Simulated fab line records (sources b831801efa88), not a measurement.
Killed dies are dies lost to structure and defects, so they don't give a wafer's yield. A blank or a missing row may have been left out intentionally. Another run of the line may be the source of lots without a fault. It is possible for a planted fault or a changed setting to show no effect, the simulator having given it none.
Which of the tools did it? :: flow gf180mcu :: 18 wafers sampled from 6 lots at 1 step of a route of 602

WHAT THE GAUGES READ, wafer by wafer
GF_V5_CD_MEAS_14: the cd target is 260 nm.
lot: L795
measured: day 28 10:22
on: cd-sem-02
cd-nm (nm): 260.6 259.6 260.0

lot: L797
measured: day 29 08:47
on: cd-sem-02
cd-nm (nm): 259.5 260.7 259.3

lot: L800
measured: day 30 04:29
on: cd-sem-01
cd-nm (nm): 260.8 261.3 262.0

lot: L803
measured: day 30 20:23
on: cd-sem-01
cd-nm (nm): 260.8 261.0 260.5

lot: L806
measured: day 32 00:11
on: cd-sem-01
cd-nm (nm): 260.8 261.0 259.8

lot: L811
measured: day 33 03:49
on: cd-sem-01
cd-nm (nm): 259.0 259.8 258.0

TOOL THAT RAN EACH LOT (tool first, then ch and the chambers of the sampled wafers, then the start)
There is no process step in the record ahead of these readings.

THE ANSWER, worked out from the rows above alone
Rule: what is usual is taken from the lots themselves. Put in order of their means at a reading, lots are off if they are a third of the lots or fewer, leave a main group of 4 or more, and stand apart from it by a gap of 3 or more times the standard deviation of the main group's means; of several such gaps the widest counts. Not used: any main group whose means are identical at the precision the tables above print for the reading. Also off: a lot with no number at a reading for which 4 or more lots have one. Any other lot the step has rows for is counted as sound.
Across all readings shown, no lot is off: no conclusion can be drawn from this.

WHAT THE SIMULATOR HAD INSERTED
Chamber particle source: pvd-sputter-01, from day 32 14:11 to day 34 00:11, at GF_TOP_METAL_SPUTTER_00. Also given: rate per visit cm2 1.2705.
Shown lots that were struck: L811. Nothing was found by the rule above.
